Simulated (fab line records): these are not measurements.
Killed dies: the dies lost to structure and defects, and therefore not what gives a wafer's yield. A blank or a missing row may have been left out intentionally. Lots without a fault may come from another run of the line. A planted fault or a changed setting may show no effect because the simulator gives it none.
Matching of chambers    flow sky130    4 sister chambers for SKY_VIA4_CMP_21 on cmp-01
The step polishes, stops on SiO2, t overpolish 25 s, target thk 0 nm. 8 wafers are shown with their chamber, then 7 later ones without.

## WAFERS, EACH WITH ITS CHAMBER
wafer   chamber  motor-current-A (A)  overpolish-run-s (s)
L787.2  0        12.4                 25.016
L791.2  0        12.9                 25.006
L793.5  1        10.0                 24.994
L794.1  1        10.2                 24.983
L794.3  3        9.7                  25.000
L794.6  2        9.8                  25.010
L804.3  2        10.2                 24.995
L804.5  3        10.1                 25.004

## WAFERS WHOSE CHAMBER IS MISSING
wafer   motor-current-A (A)  overpolish-run-s (s)
L804.6  10.1                 24.995
L806.1  10.0                 24.996
L806.2  10.2                 24.993
L806.3  13.3                 24.989
L809.1  9.5                  24.985
L809.3  10.0                 25.006
L809.4  10.6                 24.997

## WHICH CHAMBER EACH ONE RAN IN
wafer   from the rows above           in truth
L804.6  can't be placed: 1 or 2 or 3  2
L806.1  can't be placed: 2 or 3 or 1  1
L806.2  can't be placed: 1 or 2 or 3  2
L806.3  0                             0
L809.1  can't be placed: 1 or 3 or 2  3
L809.3  can't be placed: 2 or 3 or 1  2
L809.4  can't be placed: 1 or 2 or 3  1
1 of 7 placed correctly. These rows do not allow placing 6 (true chamber among the candidates in 6). Number placed wrongly: 0.
How it was worked out, from the rows above alone: a wafer's distance from a chamber is the root of the sum, over the readings, of the square of ((its reading less the chamber's mean) divided by the reading's scatter). The wafer belongs to the nearest chamber; if the next one is less than 2 further off, it can't be placed. For every chamber, the mean is computed from those of its wafers that are shown. How the scatter is found: for the shown wafers, subtract from each reading the mean of its chamber, square and add these, divide the total by (wafers less chambers), then take the root.
